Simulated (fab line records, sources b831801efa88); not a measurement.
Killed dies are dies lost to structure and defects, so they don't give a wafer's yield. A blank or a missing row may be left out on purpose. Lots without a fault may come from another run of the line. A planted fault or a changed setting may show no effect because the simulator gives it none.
A struck lot beside a sound one | flow gf180mcu | 16 steps out of a route of 602
Sound: wafers L837.1, L837.2, L837.6. Struck: wafers L847.2, L847.6. (L847.3 of the same lot was not struck and is left out.) The cause comes at the end.
At each step with rows: each side's tool, then ch and its chambers, then its first start. Under that, the readings that differ: sound wafers | struck wafers | difference of the means | sigmas: that difference in standard deviations of wafers without a fault.
alike: readings whose means differ by less than 2 such deviations, and words and numbers that are the same on both sides. not compared: withheld readings, readings that some wafer has no value for, bounds like >300 that may hide the same value, and numbers for which the record gives no deviation and whose values overlap.
The two part at a step that has a row with sigmas, a row that says differs or no value, or rows on one side only. Numbers that don't overlap but have no deviation are shown without sigmas and don't part them. A reading that every wafer of one side lacks parts them only if that side has two wafers or more.

first, 3 steps without rows for these wafers: GF_V5_EXPOSE_11 (exposes mask Via5, target cd 260 nm); GF_V5_PEB_12 (peb time 90 s); GF_V5_DEVELOP_13 (develop time 60 s).
GF_V5_CD_MEAS_14: target cd 260 nm.
  sound on cd_sem-02, day 27 05:02; struck on cd_sem-02, day 30 06:28
  alike: cd_nm
GF_V5_OVL_MEAS_15:
  sound on overlay-02, day 27 05:09; struck on overlay-01, day 30 06:35
  alike: V5_OVL
GF_V5_ETCH_16: etches BARC in N2/H2.
  sound on rie_diel-01 ch 2,3, day 27 05:11; struck on rie_diel-02 ch 0, day 30 06:37
  alike: drypump_motor_current_A, oes_product_au, throttle_valve_pct
GF_V5_ETCH_17: etches SiO2 in C4F8/O2/Ar, stops on TiN, target depth 855 nm.
  sound on rie_diel-01 ch 2,3; struck on rie_diel-02 ch 0
  alike: oes_product_au
GF_V5_STRIP_18: strips in O2/N2.
  sound on plasma_asher-02 ch 0,1, day 27 05:20; struck on plasma_asher-02 ch 0,1, day 30 06:46
  alike: drypump_motor_current_A, heater_power_w, oes_product_au
  not compared: rf_hours_counter_h
then, 2 steps without rows for these wafers: GF_V5_STRIP_19 (strips in post etch residue remover, time 1200 s); GF_V5_CLEAN_20 (cleans in DIW).
GF_V5_SPUTTER_21: material Ti, target thk 15 nm, time 80.02 s.
  sound on pvd_sputter-04, day 27 05:53; struck on pvd_sputter-03, day 30 07:20
  alike: throttle_valve_pct
GF_V5_SPUTTER_22: material TiN, target thk 10 nm, time 40 s.
  sound on pvd_sputter-04, day 27 05:57; struck on pvd_sputter-03, day 30 07:23
  alike: throttle_valve_pct
GF_V5_CVD_23: deposits W, target thk 350 nm, time 104.9 s.
  sound on cvd_w-02 ch 0,1, day 27 05:59; struck on cvd_w-02 ch 0, day 30 07:26
  reading                          | sound             | struck      | difference | sigmas
  chamber_pressure_Torr (Torr)     | 40.05 39.94 40.13 | 36.82 36.74 | -3.26      | -36
  model.W_of_V5_CVD_23.thk_nm (nm) | 351.3 351.6 345.7 | 339.1 336   | -12.0      |
  alike: heater_power_w
GF_V5_RS_MEAS_24: measures by four-point-probe.
  sound on film_metro-01, day 27 06:06; struck on film_metro-01, day 30 07:34
  reading          | sound             | struck      | difference | sigmas
  V5_W_RS (ohm/sq) | 0.326 0.326 0.332 | 0.338 0.341 | +0.012     | +4
GF_V5_THK_MEAS_25: measures by xrf.
  sound on film_metro-01, day 27 06:13; struck on film_metro-01, day 30 07:40
  alike: V5_W_THK
GF_PASSIVATION_PROBE_99:
  the record has rows for the sound wafers here (prober-02, day 29 00:14) and none for the struck ones

WHERE THEY PART
First at GF_V5_CVD_23; last, within this record, at GF_PASSIVATION_PROBE_99.

WHY: what the simulator had put in
Process parameter drift: cvd_w-02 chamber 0, from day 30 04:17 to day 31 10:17, at GF_V5_CVD_23. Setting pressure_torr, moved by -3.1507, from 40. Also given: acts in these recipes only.
